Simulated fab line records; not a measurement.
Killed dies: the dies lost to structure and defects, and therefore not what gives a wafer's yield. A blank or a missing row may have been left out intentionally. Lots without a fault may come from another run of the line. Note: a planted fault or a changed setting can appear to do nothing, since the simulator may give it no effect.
A struck lot beside a sound one || flow sfqLine || 21 steps out of a route of 325
Sound: these wafers, L450.2, L450.3, L450.6. Struck: wafer L463.6 (L463.3, L463.4, from the same lot, were not struck and are left out); the cause is given at the end.
For every step that has rows: the tool of each side, followed by ch and its chambers, followed by its first start. Under that, the readings that differ: sound wafers || struck wafers || difference of the means || sigmas: that difference in standard deviations of wafers without a fault.
alike: same words and numbers on both sides, and readings whose means sit less than 2 such deviations apart. not compared: any withheld reading, any reading some wafer has no value for, any bound like >300 that may hide the same value, and any number with overlapping values for which the record gives no deviation.
The two part at a step that has a row with sigmas, a row that says differs or no value, or rows on one side only. Numbers that have no deviation but don't overlap get no sigmas and don't part them. A reading that every wafer of one side lacks parts them only if that side has two wafers or more.

SFQ_I4_OVL_MEAS_928:
  sound: overlay-01 at day 50 19:29; struck: overlay-01 at day 54 19:12
  alike: I4_OVL
SFQ_TRILAYER_I4_VIA_BARC_OPEN_VIA_ETCH_146: etches BARC in O2, target depth 125 nm, time 41.7 s.
  sound on rieDiel-02 ch 1,2, day 50 19:31; struck on rieDiel-03 ch 0, day 54 19:14
  alike: drypumpMotorCurrentA, oesProductAu
  not compared: rfHoursCounterH
then, 1 step without rows for these wafers: SFQ_TRILAYER_I4_VIA_ETCH_VIA_ETCH_106 (etches SiO2 in CHF3, stops on Nb, target depth 260 nm).
SFQ_TRILAYER_I4_VIA_STRIP_STRIP_107: strips in O2.
  sound on rieMetal-01 ch 0,1, day 50 19:40; struck on rieMetal-01 ch 1, day 54 19:35
  alike: drypumpMotorCurrentA, oesProductAu
  not compared: rfHoursCounterH
then, 3 steps without rows for these wafers: SFQ_TRILAYER_I4_VIA_STRIP_SOLV_CLEAN_108 (cleans in NMP, time 600 s); SFQ_TRILAYER_JJ_TRILAYER_DEP_PRE_CLEAN_113 (time 22.5 s); SFQ_TRILAYER_JJ_TRILAYER_DEP_SPUTTER_109 (material Nb, target thk 150 nm, time 100 s).
SFQ_TRILAYER_JJ_TRILAYER_DEP_SPUTTER_110: material Al, target thk 8 nm, time 10 s.
  sound: pvdSputter-05 at day 50 20:32; struck: pvdSputter-04 at day 54 20:16
  alike: throttleValvePct
then, 2 steps without rows for these wafers: SFQ_TRILAYER_JJ_TRILAYER_DEP_AL_OXIDATION_111 (oxidation time 600 s); SFQ_TRILAYER_JJ_TRILAYER_DEP_SPUTTER_112 (material Nb, target thk 170 nm, time 113.3 s).
SFQ_JJ_RS_MEAS_929: a four-point-probe measurement.
  sound: filmMetro-01 at day 50 21:40; struck: filmMetro-01 at day 54 21:24
  alike: JJ_NB_RS
SFQ_TRILAYER_JJ_CE_LITHO_COAT_119: resist thk 62 nm.
  sound on lithoTrack-01 ch 0, day 50 21:52; struck on lithoTrack-02 ch 0, day 54 21:38
{"reading": "model.BARC_of_TRILAYER_JJ_CE_LITHO_COAT_119.thkNm (nm)", "sound": "61.94 61.99 62.09", "struck": 74.91, "difference": "+12.90", "sigmas": ""}
then, 5 steps without rows for these wafers: SFQ_TRILAYER_JJ_CE_LITHO_COAT_114 (resist thk 600 nm); SFQ_TRILAYER_JJ_CE_LITHO_SOFTBAKE_118; SFQ_TRILAYER_JJ_CE_LITHO_EXPOSE_115 (exposes mask J5, target cd 700 nm); SFQ_TRILAYER_JJ_CE_LITHO_PEB_117 (peb time 60 s); SFQ_TRILAYER_JJ_CE_LITHO_DEVELOP_116 (time 60 s).
SFQ_JJ_OVL_MEAS_931:
  sound: overlay-01 at day 56 00:02; struck: overlay-01 at day 56 15:39
  alike: J5_OVL
SFQ_TRILAYER_JJ_CE_METRO_MEASURE_117:
  sound: cdSem-02 at day 56 00:16; struck: cdSem-01 at day 56 16:04
  alike: cdNm
SFQ_TRILAYER_JJ_CE_BARC_OPEN_RIE_150: chemistry O2, target BARC, target depth 240 nm, time 80 s.
  sound on rieMetal-04 ch 0,1, day 56 01:16; struck on rieMetal-01 ch 1, day 56 16:55
{"reading": "oesProductAu (a.u.)", "sound": "0.537 0.534 0.541", "struck": 0.572, "difference": "+0.035", "sigmas": "+7"}
{"reading": "model.etch.depthNm (nm)", "sound": "61.94 61.99 62.09", "struck": 74.91, "difference": "+12.90", "sigmas": ""}
  alike: drypumpMotorCurrentA
  not compared: rfHoursCounterH
SFQ_TRILAYER_JJ_CE_ETCH_RIE_118: chemistry SF6, target Nb, stops on Al2O3, time 97.7 s, target depth 170 nm.
  sound on rieMetal-04 ch 0,1, day 56 01:22; struck on rieMetal-01 ch 1, day 56 17:00
{"reading": "oesProductAu (a.u.)", "sound": "1.002 0.986 0.997", "struck": 0.971, "difference": -0.024, "sigmas": -3}
  alike: drypumpMotorCurrentA
  not compared: rfHoursCounterH

## WHERE THEY PART
Last at SFQ_TRILAYER_JJ_CE_ETCH_RIE_118 as far as this record goes, first at SFQ_TRILAYER_JJ_CE_BARC_OPEN_RIE_150.

WHY: what had been put in by the simulator
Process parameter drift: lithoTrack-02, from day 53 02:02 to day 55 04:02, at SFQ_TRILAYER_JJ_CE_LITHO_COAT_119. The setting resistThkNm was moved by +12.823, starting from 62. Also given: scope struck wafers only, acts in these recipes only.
